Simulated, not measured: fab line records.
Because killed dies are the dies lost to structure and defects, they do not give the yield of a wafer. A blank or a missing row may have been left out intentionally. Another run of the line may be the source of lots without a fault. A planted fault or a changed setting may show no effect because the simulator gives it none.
A lot that was struck, set against a sound lot    flow sky130    18 steps out of a route of 708
Sound: the wafers L503.1, L503.2, L503.6. Wafers L502.1, L502.3, L502.5 were the ones struck. Last of all comes the cause.
At each step with rows: each side's tool, then ch and its chambers, then its first start. Under that, the readings that differ: sound wafers    struck wafers    difference of the means    sigmas: that difference in standard deviations of wafers without a fault.
alike: words and numbers the same on both sides, and readings whose means are apart by under 2 such deviations; not compared: readings that were withheld, readings missing a value for some wafer, numbers with overlapping values and no deviation given by the record, and bounds like >300 which may hide the same value.
Wherever a step has rows on one side only, a row that says differs or no value, or a row with sigmas, the two part there. Numbers that don't overlap but have no deviation are shown without sigmas and don't part them. A reading that every wafer of one side lacks parts them only if that side has two wafers or more.

first, 5 steps without rows for these wafers: SKY_SD_N_COAT_02 (resist thk 1140 nm); SKY_SD_N_SOFTBAKE_03 (time 60 s); SKY_SD_N_EXPOSE_04 (exposes mask NSDM, target cd 380 nm); SKY_SD_N_PEB_05; SKY_SD_N_DEVELOP_06 (develop time 60 s).
SKY_SD_N_CD_MEAS_07: target cd 380 nm.
  sound on cd sem-01 at day 30 18:06; struck on cd sem-02 at day 30 10:55
  alike: cd nm
SKY_SD_N_OVL_MEAS_08:
  sound on overlay-01 at day 30 18:13; struck on overlay-01 at day 30 11:02
  alike: SD_N_OVL
then, 2 steps without rows for these wafers: SKY_SD_N_IMPLANT_09; SKY_SD_N_IMPLANT_10.
SKY_SD_N_STRIP_11: strips in O2/N2.
  sound on plasma asher-02 ch 0,1, day 30 18:34; struck on plasma asher-01 ch 1, day 30 11:22
  alike: drypump motor current A, oes product au, strip time to endpoint s
  not compared: rf hours counter h
SKY_SD_N_TW_MEAS_12:
  sound on film metro-03 at day 30 18:40; struck on film metro-04 at day 30 11:28
  alike: SD_N_TW
then, 1 step without rows for these wafers: SKY_SD_N_CLEAN_13 (cleans in SC1/SC2, time 150 s).
SKY_SD_N_RTA_14: time 2 s.
  sound on rtp anneal-01 ch 0, day 30 18:46; struck on rtp anneal-02 ch 0, day 30 11:35
reading             sound                 struck                difference  sigmas
lamp power pct (%)  15.76 15.75 15.73     16.79 16.76 16.93     +1.08       +20
wafer_temp_C_max    1078.5 1077.7 1080.9  1125.7 1124.3 1124.2  +45.7       +38
SKY_SD_N_RS_MEAS_16: the measuring method here is four-point-probe.
  sound on film metro-04 at day 30 18:56; struck on film metro-04 at day 30 11:49
reading           sound              struck             difference  sigmas
SD_N_RS (ohm/sq)  68.56 68.55 68.59  59.62 59.87 59.67  -8.85       -52
SKY_SD_N_RS_MEAS_17: the measuring method here is four-point-probe.
  sound on film metro-04 at day 30 19:04; struck on film metro-04 at day 30 11:56
reading           sound              struck             difference  sigmas
SD_P_RS (ohm/sq)  147.1 147.3 147.1  104.3 104.6 104.6  -42.7       -91
SKY_SD_N_RS_MEAS_18: the measuring method here is four-point-probe.
  sound on film metro-04 at day 30 19:11; struck on film metro-04 at day 30 12:03
reading                sound              struck             difference  sigmas
RES_XHIGH_RS (ohm/sq)  332.6 332.4 332.9  328.7 328.7 329.5  -3.7        -2
then, 1 step without rows for these wafers: SKY_SALICIDE_CLEAN_00 (cleans in HF-last, time 30 s).
-- the record jumps here: 17 days lie between the struck wafers' starts before and after (it left off in module SALICIDE and takes up again in module PAD_OPEN, whose first step shown is number 708 of the route) --
SKY_PAD_OPEN_PROBE_99:
  sound on prober-01 at day 47 20:22; struck on prober-02 at day 47 17:18
reading                                 sound              struck             difference  sigmas
model.etest.res xhigh po.line ohm um    5613 5672 5611     3871 3975 4187     -1621       
model.etest.res xhigh po.rs ohm sq      1957 1994 1919     1356 1376 1430     -569        
model.etest.pfet_01v8.r on ohm um       2890 2971 2918     2349 2416 2403     -537        
model.etest.res pdiff.line ohm um       1334 1376 1360     1010 1018 1027     -338        
model.etest.pfet g5v0d10v5.r on ohm um  4671 4870 4662     4491 4471 4524     -239        
model.etest.res high po.line ohm um     757.8 751.5 720.6  567 570.9 575.2    -172        
model.etest.licon high po.rc ohm        345.3 361 339.6    220.7 225.8 223.9  -125.2      
model.etest.res ndiff.line ohm um       754 774.2 756.6    659.6 655.2 662.8  -102.4      
  alike: killed_at_M0_to_M3, killed_at_M4_up, killed at contacts, killed at front end, killed at other, killed dies, killed open, killed short

## WHERE THEY PART
Earliest at SKY_SD_N_RTA_14; latest, in this record, at SKY_SD_N_RS_MEAS_18. Later steps at which nothing parts them and some readings are alike: SKY_PAD_OPEN_PROBE_99.

WHY: the cause the simulator had injected
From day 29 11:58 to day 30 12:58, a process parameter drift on rtp anneal-02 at SKY_SD_N_RTA_14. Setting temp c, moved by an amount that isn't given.
